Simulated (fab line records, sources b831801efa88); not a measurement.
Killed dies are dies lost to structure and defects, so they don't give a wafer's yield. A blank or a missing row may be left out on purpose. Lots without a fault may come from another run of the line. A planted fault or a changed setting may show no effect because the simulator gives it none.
Which tool did it? | flow gf180mcu | 14 lots, 38 wafers sampled, at 4 steps of a route of 602

WHAT THE GAUGES READ, wafer by wafer
GF_SAB_THK_MEAS_01.
lot  | measured     | on            | SAB_CVD_00_THK (nm)
L326 | day 14 19:44 | film_metro-03 | 49.8 49.8 50.9
L328 | day 15 11:47 | film_metro-03 | 50.9 49.4 51.4
L330 | day 16 00:44 | film_metro-03 | 49.1 48.8 50.4
L331 | day 16 14:07 | film_metro-02 | 50.2 50.4 50.7
L332 | day 16 19:10 | film_metro-04 | 49.0 50.4 49.7
L334 | day 17 11:17 | film_metro-02 | 49.1 51.4 50.8
L338 | day 19 00:36 | film_metro-02 | 49.1 70.5 49.2 70.5
L339 | day 19 05:17 | film_metro-02 | 50.4 71.4 50.4 71.4
L340 | day 19 13:55 | film_metro-03 | 70.2 70.2
L343 | day 20 19:23 | film_metro-03 | 49.3 50.3 49.9
L344 | day 21 01:07 | film_metro-03 | 50.3 49.3 50.4
L345 | day 21 09:25 | film_metro-03 | 49.2 48.5 50.4
L347 | day 21 19:41 | film_metro-03 | 49.7 50.7 50.6
L348 | day 22 13:50 | film_metro-04 | 49.8 49.8 49.3

GF_SAB_OVL_MEAS_10.
lot  | measured     | on         | SAB_OVL (nm)
L326 | day 15 17:05 | overlay-02 | 1.8 2.0 0.2
L328 | day 16 09:58 | overlay-01 | -0.9 -1.5 0.7
L330 | day 16 22:41 | overlay-02 | 0.4 2.6 1.1
L331 | day 17 12:38 | overlay-02 | 1.0 1.7 1.6
L332 | day 17 18:25 | overlay-02 | 1.9 2.1 1.3
L334 | day 18 10:17 | overlay-01 | -3.3 -1.3 -1.2
L338 | day 20 00:59 | overlay-02 | 0.7 0.8
L339 | day 20 04:44 | overlay-02 | 0.3 -0.4
L340 | day 20 13:20 | overlay-01 | 1.2
L343 | day 21 18:44 | overlay-01 | 0.0 1.6 0.9
L344 | day 22 01:04 | overlay-01 | 0.0 0.5 1.3
L345 | day 22 09:13 | overlay-01 | 1.1 1.4 0.3
L347 | day 22 18:22 | overlay-01 | 1.2 -0.5 2.3
L348 | day 23 12:50 | overlay-02 | -1.0 0.4 0.3

GF_CONTACT_BOW_MEAS_05.
lot  | measured     | on            | CONTACT_BOW (um)
L326 | day 15 19:17 | film_metro-02 | 64 73 56
L328 | day 16 11:27 | film_metro-04 | 76 55 74
L330 | day 17 00:08 | film_metro-04 | 61 62 62
L331 | day 17 14:12 | film_metro-01 | 59 74 61
L332 | day 17 20:02 | film_metro-01 | 63 64 64
L334 | day 18 11:44 | film_metro-02 | 70 75 80
L338 | day 20 02:26 | film_metro-04 | 63 62
L339 | day 20 06:11 | film_metro-02 | 63 60
L340 | day 20 14:47 | film_metro-02 | 61
L343 | day 21 20:12 | film_metro-04 | 65 65 63
L344 | day 22 02:31 | film_metro-01 | 64 68 55
L345 | day 22 10:40 | film_metro-02 | 65 65 72
L347 | day 22 19:49 | film_metro-04 | 68 60 73
L348 | day 23 14:17 | film_metro-01 | 67 65 72

WHICH TOOL RAN EACH LOT (tool, then ch and the chambers of the sampled wafers, then the start)
lot  | GF_SAB_CVD_00
L326 | pecvd-03 ch 0,2, day 14 19:41
L328 | pecvd-03 ch 0,2, day 15 11:46
L330 | pecvd-03 ch 0,1,2, day 16 00:43
L331 | pecvd-02 ch 0,1, day 16 14:05
L332 | pecvd-01 ch 0,1,2, day 16 19:09
L334 | pecvd-03 ch 0,1,2, day 17 11:15
L338 | pecvd-01 ch 0,1, day 19 00:34
L339 | pecvd-01 ch 1, day 19 05:15
L340 | pecvd-01 ch 1, day 19 13:53
L343 | pecvd-03 ch 0,1, day 20 19:20
L344 | pecvd-03 ch 0,1,2, day 21 01:05
L345 | pecvd-02 ch 0,1,2, day 21 09:23
L347 | pecvd-01 ch 0,1,2, day 21 19:40
L348 | pecvd-03 ch 0,1,2, day 22 13:49
- GF_SAB_CVD_00: deposits SiO2 from TEOS, target thk 50 nm, time 4.9302 s.

WHAT THE TOOLS THEMSELVES READ (means of the sampled wafers that have a number; where no wafer has one, the mark that the record gives instead)
GF_SAB_CVD_00.
lot  | tool     | heater_power_w (W)
L326 | pecvd-03 | 520
L328 | pecvd-03 | 579
L330 | pecvd-03 | 507
L331 | pecvd-02 | 683
L332 | pecvd-01 | 719
L334 | pecvd-03 | 541
L338 | pecvd-01 | 721
L339 | pecvd-01 | 610
L340 | pecvd-01 | 666
L343 | pecvd-03 | 533
L344 | pecvd-03 | 575
L345 | pecvd-02 | 712
L347 | pecvd-01 | 673
L348 | pecvd-03 | 558

THE ANSWER, worked out from the rows above alone
Rule: what is usual is taken from the lots themselves. Put in order of their means at a reading, lots are off if they are a third of the lots or fewer, leave a main group of 4 or more, and stand apart from it by a gap of 3 or more times the standard deviation of the main group's means; of several such gaps the widest counts. A main group whose means are all the same, to the digits that the tables above print for the reading, isn't used. A lot without any number at a reading at which 4 lots or more have one is off too. The other lots that the step has rows for count as sound. The gauges are gone through in route order, then the tools' own readings, and for those a lot's mean is taken as printed above. The first step at which some lot is off is used, and at that step the reading that is off furthest; a lot without a number counts as furthest.
Off: L338, L339, L340, at GF_SAB_THK_MEAS_01 (SAB_CVD_00_THK). The main group: mean 50.0 nm, standard deviation 0.41.
A tool fits if, at a process step before that reading, it ran every lot that is off, and no sound lot after the first of them. The gauges at GF_SAB_THK_MEAS_01 are tried like those tools. None of those tried fits.

WHAT THE SIMULATOR HAD PUT IN
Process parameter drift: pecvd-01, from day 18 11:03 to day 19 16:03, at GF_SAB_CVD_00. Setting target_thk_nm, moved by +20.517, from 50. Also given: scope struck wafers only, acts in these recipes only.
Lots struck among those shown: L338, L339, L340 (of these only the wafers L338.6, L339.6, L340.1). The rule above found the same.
